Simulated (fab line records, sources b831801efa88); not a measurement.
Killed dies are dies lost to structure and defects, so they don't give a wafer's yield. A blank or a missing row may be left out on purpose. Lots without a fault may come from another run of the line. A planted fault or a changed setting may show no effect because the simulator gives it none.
A struck lot beside a sound one | flow sky130 | 34 steps out of a route of 708
Sound: wafers L261.1, L261.4, L261.6. Struck: wafers L275.4, L275.6. (L275.3 of the same lot was not struck and is left out.) The cause comes at the end.
At each step with rows: each side's tool, then ch and its chambers, then its first start. Under that, the readings that differ: sound wafers | struck wafers | difference of the means | sigmas: that difference in standard deviations of wafers without a fault.
alike: readings whose means differ by less than 2 such deviations, and words and numbers that are the same on both sides. not compared: withheld readings, readings that some wafer has no value for, bounds like >300 that may hide the same value, and numbers for which the record gives no deviation and whose values overlap.
The two part at a step that has a row with sigmas, a row that says differs or no value, or rows on one side only. Numbers that don't overlap but have no deviation are shown without sigmas and don't part them. A reading that every wafer of one side lacks parts them only if that side has two wafers or more.

first, 9 steps without rows for these wafers: SKY_METAL2_DEHYDRATE_07 (time 60 s); SKY_METAL2_HMDS_08 (prime time 60 s); SKY_METAL2_COAT_09 (resist thk 60 nm); SKY_METAL2_COAT_10 (resist thk 450 nm); SKY_METAL2_SOFTBAKE_11 (time 90 s); SKY_METAL2_EXPOSE_12 (exposes mask MM2, target cd 140 nm); SKY_METAL2_PEB_13; SKY_METAL2_DEVELOP_14 (develop time 60 s); SKY_METAL2_DESCUM_17 (chemistry O2, time 8 s).
SKY_METAL2_ETCH_18: etches BARC in N2/H2, stops on SiO2, time 45.9 s, target depth 60 nm.
  sound on rie_metal-03 ch 0,1, day 35 11:16; struck on rie_metal-03 ch 1, day 39 23:59
  alike: drypump_motor_current_A, oes_product_au, rf_fwd_power_W, throttle_valve_pct
  not compared: rf_hours_counter_h
then, 23 steps without rows for these wafers: SKY_METAL2_METAL_ETCH_19 (etches the open film in Cl2/BCl3, stops on SiO2, target depth 360 nm, time 78 s); SKY_METAL2_STRIP_20 (strips in O2/N2); SKY_METAL2_STRIP_21 (strips in post etch residue remover, time 1200 s); SKY_METAL2_CLEAN_22 (cleans in IPA, time 180 s); SKY_METAL2_CLEAN_23 (cleans in O3/DIW); SKY_VIA2_HDPCVD_00 (deposits SiO2, target thk 1180 nm, time 196.7 s); SKY_VIA2_CMP_02 (polishes SiO2); SKY_VIA2_DEHYDRATE_04 (time 60 s); SKY_VIA2_HMDS_05 (prime time 60 s); SKY_VIA2_COAT_06 (resist thk 60 nm); SKY_VIA2_COAT_07 (resist thk 450 nm); SKY_VIA2_SOFTBAKE_08 (time 90 s); SKY_VIA2_EXPOSE_09 (exposes mask VIM2, target cd 200 nm); SKY_VIA2_PEB_10; SKY_VIA2_DEVELOP_11 (develop time 60 s); SKY_VIA2_ETCH_14 (etches BARC in N2/H2, stops on SiO2, time 45.9 s, target depth 60 nm); SKY_VIA2_ETCH_15 (etches SiO2 in C4F8/O2/Ar, stops on TiN, target depth 546 nm, time 84 s); SKY_VIA2_STRIP_16 (strips in O2/N2); SKY_VIA2_STRIP_17 (strips in post etch residue remover, time 1200 s); SKY_VIA2_CLEAN_18 (cleans in IPA, time 180 s); SKY_VIA2_CLEAN_19 (cleans in O3/DIW); SKY_VIA2_SPUTTER_20 (material TiN, target thk 20 nm, time 80 s); SKY_VIA2_CVD_21 (deposits W, target thk 420 nm, time 126.4 s).
-- the record jumps here: 10 days lie between the struck wafers' starts before and after (it left off in module VIA2 and takes up again in module PAD_OPEN, whose first step shown is number 708 of the route) --
SKY_PAD_OPEN_PROBE_99:
  sound on prober-02, day 46 01:47; struck on prober-02, day 49 13:05
  reading                               | sound             | struck                                            | difference                   | sigmas
  hold                                  | - - -             | await_dispo/4.3h/release await_dispo/4.3h/release | no value on the sound wafers |
  defect_limited_yield (%)              | 86.4 82.7 83.3    | 75.0 74.2                                         | -9.5                         | -5
  killed_at_M0_to_M3                    | 36 39 31          | 80 83                                             | +46                          | +7
  killed_dies                           | 67 85 82          | 123 127                                           | +47                          | +5
  killed_on_rim                         | 15 17 19          | 24 26                                             | +8                           | +2
  sort_bin_3_pad_short (%)              | 0.8 1.2 0.6       | 3.5 4.1                                           | +2.9                         | +7
  sort_bin_5_function (%)               | 9.3 10.6 8.7      | 12.8 13.2                                         | +3.5                         | +2
  sort_bin_6_memory (%)                 | 3.5 5.5 7.3       | 8.7 8.5                                           | +3.2                         | +3
  sort_n_pass                           | 425 407 410       | 369 365                                           | -47                          | -5
  sort_yield_pct (%)                    | 86.4 82.7 83.3    | 75.0 74.2                                         | -9.5                         | -5
  model.etest.tester.sort_n_pass        | 425 407 410       | 369 365                                           | -47                          |
  model.etest.tester.sort_yield_pct (%) | 86.38 82.72 83.33 | 75 74.19                                          | -10                          |
  model.etest.tester.sort_bin_5_pct (%) | 9.35 10.57 8.74   | 12.8 13.21                                        | +3.5                         |
  model.etest.tester.sort_bin_3_pct (%) | 0.813 1.22 0.6098 | 3.455 4.065                                       | +2.879                       |
  alike: killed_at_M4_up, killed_at_contacts, killed_at_front_end, killed_open, killed_short

WHERE THEY PART
Only at SKY_PAD_OPEN_PROBE_99, within this record.

WHY: what the simulator had put in
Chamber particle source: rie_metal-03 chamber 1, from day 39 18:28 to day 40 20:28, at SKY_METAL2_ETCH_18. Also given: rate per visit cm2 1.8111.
